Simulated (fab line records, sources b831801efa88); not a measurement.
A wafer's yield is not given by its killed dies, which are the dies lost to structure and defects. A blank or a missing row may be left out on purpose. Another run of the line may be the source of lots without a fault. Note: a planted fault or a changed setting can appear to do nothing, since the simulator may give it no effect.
Comparing a struck lot with a sound one || flow sky130 || 18 out of 708 route steps
Sound: the wafers L377.3, L377.5, L377.6. Struck: wafer L383.2 (left out: L383.1, L383.3 of the same lot, which were not struck); the cause appears at the end.
Order at every step that has rows: each side's tool, ch and its chambers, its first start. Under that, the readings that differ: sound wafers || struck wafers || difference of the means || sigmas: that difference in standard deviations of wafers without a fault.
alike: readings whose means differ by less than 2 such deviations, and words and numbers that are the same on both sides. not compared: withheld readings, readings that some wafer has no value for, bounds like >300 that may hide the same value, and numbers for which the record gives no deviation and whose values overlap.
Wherever a step has rows on one side only, a row that says differs or no value, or a row with sigmas, the two part there. Numbers that don't overlap but have no deviation are shown without sigmas and don't part them. Lack of a reading on every wafer of one side parts them only where that side has two or more wafers.

first, 2 steps without rows for these wafers: SKY_CONTACT_PEB_12; SKY_CONTACT_DEVELOP_13 (develop time 60 s).
SKY_CONTACT_CD_MEAS_14: the cd target is 170 nm.
  sound on cd-sem-01 at day 33 16:40; struck on cd-sem-01 at day 35 22:14
{"reading": "cd-nm (nm)", "sound": "172.9 172.7 174.1", "struck": 167.1, "difference": -6.1, "sigmas": -4}
SKY_CONTACT_OVL_MEAS_15:
  sound on overlay-01 at day 33 16:46; struck on overlay-02 at day 35 22:22
  alike: CONTACT_OVL
SKY_CONTACT_ETCH_16: etches BARC in N2/H2, stops on SiO2, time 45.9 s, target depth 60 nm.
  sound on rie-diel-02 ch 1,2, day 33 16:47; struck on rie-diel-03 ch 1, day 35 22:23
  alike: drypump-motor-current-A, oes-product-au, throttle-valve-pct
  not compared: rf-hours-counter-h
SKY_CONTACT_ETCH_17: etches SiO2 in C4F8/O2/Ar, stops on Si3N4, target depth 340 nm.
  sound on rie-diel-02 ch 1,2, day 33 16:49; struck on rie-diel-03 ch 1, day 35 22:26
  alike: oes-product-au
then, 1 step without rows for these wafers: SKY_CONTACT_ETCH_18 (etches Si3N4 in CHF3/O2, stops on TiN, time 39 s, target depth 75 nm).
SKY_CONTACT_STRIP_19: strips in O2/N2.
  sound on plasma-asher-03 ch 0,1, day 33 16:57; struck on plasma-asher-03 ch 1, day 35 22:32
{"reading": "oes-product-au (a.u.)", "sound": "0.381 0.375 0.380", "struck": 0.388, "difference": "+0.009", "sigmas": "+2"}
{"reading": "rf-hours-counter-h (h)", "sound": "- - -", "struck": 70, "difference": "no value on the sound wafers", "sigmas": ""}
{"reading": "strip-time-to-endpoint-s (s)", "sound": "3.562 3.555 3.606", "struck": 3.650, "difference": "+0.076", "sigmas": "+3"}
  alike: drypump-motor-current-A
then, 3 steps without rows for these wafers: SKY_CONTACT_STRIP_20 (strips in post etch residue remover, time 1200 s); SKY_CONTACT_CLEAN_21 (cleans in IPA, time 180 s); SKY_CONTACT_CLEAN_22 (cleans in O3/DIW).
SKY_CONTACT_SPUTTER_23: material TiN, target thk 20 nm, time 80 s.
  sound on pvd-sputter-01 at day 33 17:31; struck on pvd-sputter-04 at day 35 23:07
  alike: cathode-dc-power-W, throttle-valve-pct
SKY_CONTACT_CVD_24: deposits W, target thk 340 nm, time 102.12 s.
  sound on cvd-w-01 ch 1, day 33 17:38; struck on cvd-w-02 ch 1, day 35 23:11
{"reading": "heater-power-w (W)", "sound": "899 896 880", "struck": 769, "difference": -123, "sigmas": -3}
{"reading": "model.W_of_CONTACT_CVD_24.thk-nm (nm)", "sound": "343 343.2 341.2", "struck": 173.4, "difference": -169.1, "sigmas": ""}
SKY_CONTACT_RS_MEAS_25: measures by four-point-probe.
  sound on film-metro-04 at day 33 17:50; struck on film-metro-04 at day 35 23:17
{"reading": "CONTACT_W_RS (ohm/sq)", "sound": "0.334 0.334 0.336", "struck": 0.669, "difference": "+0.334", "sigmas": "+57"}
SKY_CONTACT_THK_MEAS_26: measures by xrf.
  sound on film-metro-04 at day 33 17:56; struck on film-metro-04 at day 35 23:25
{"reading": "CONTACT_W_THK (nm)", "sound": "337 335 335", "struck": 172, "difference": -164, "sigmas": -26}
SKY_CONTACT_CMP_27: polishes, stops on SiO2, t overpolish 15 s, target thk 0 nm.
  sound on cmp-02 ch 0,1, day 33 18:01; struck on cmp-01 ch 2, day 35 23:28
{"reading": "motor-current-A (A)", "sound": "13.1 11.9 11.8", "struck": 10.1, "difference": -2.2, "sigmas": -2}
{"reading": "time-to-endpoint-s (s)", "sound": "84 82 81", "struck": 42, "difference": -40, "sigmas": -11}
SKY_METAL1_SPUTTER_00: material Ti, target thk 15 nm, time 10 s.
  sound on pvd-sputter-02 at day 33 18:16; struck on pvd-sputter-02 at day 35 23:46
  alike: cathode-dc-power-W, throttle-valve-pct
-- the record jumps here: 13 days lie between the struck wafers' starts before and after (it left off in module METAL1 and takes up again in module PAD_OPEN, whose first step shown is number 708 of the route) --
SKY_PAD_OPEN_PROBE_99:
  only the struck wafers here have rows in the record (prober-01, day 48 22:25); the sound ones have none

WHERE THEY PART
At SKY_CONTACT_CD_MEAS_14 first; at SKY_PAD_OPEN_PROBE_99 last (within this record only).

WHY: the cause the simulator had injected
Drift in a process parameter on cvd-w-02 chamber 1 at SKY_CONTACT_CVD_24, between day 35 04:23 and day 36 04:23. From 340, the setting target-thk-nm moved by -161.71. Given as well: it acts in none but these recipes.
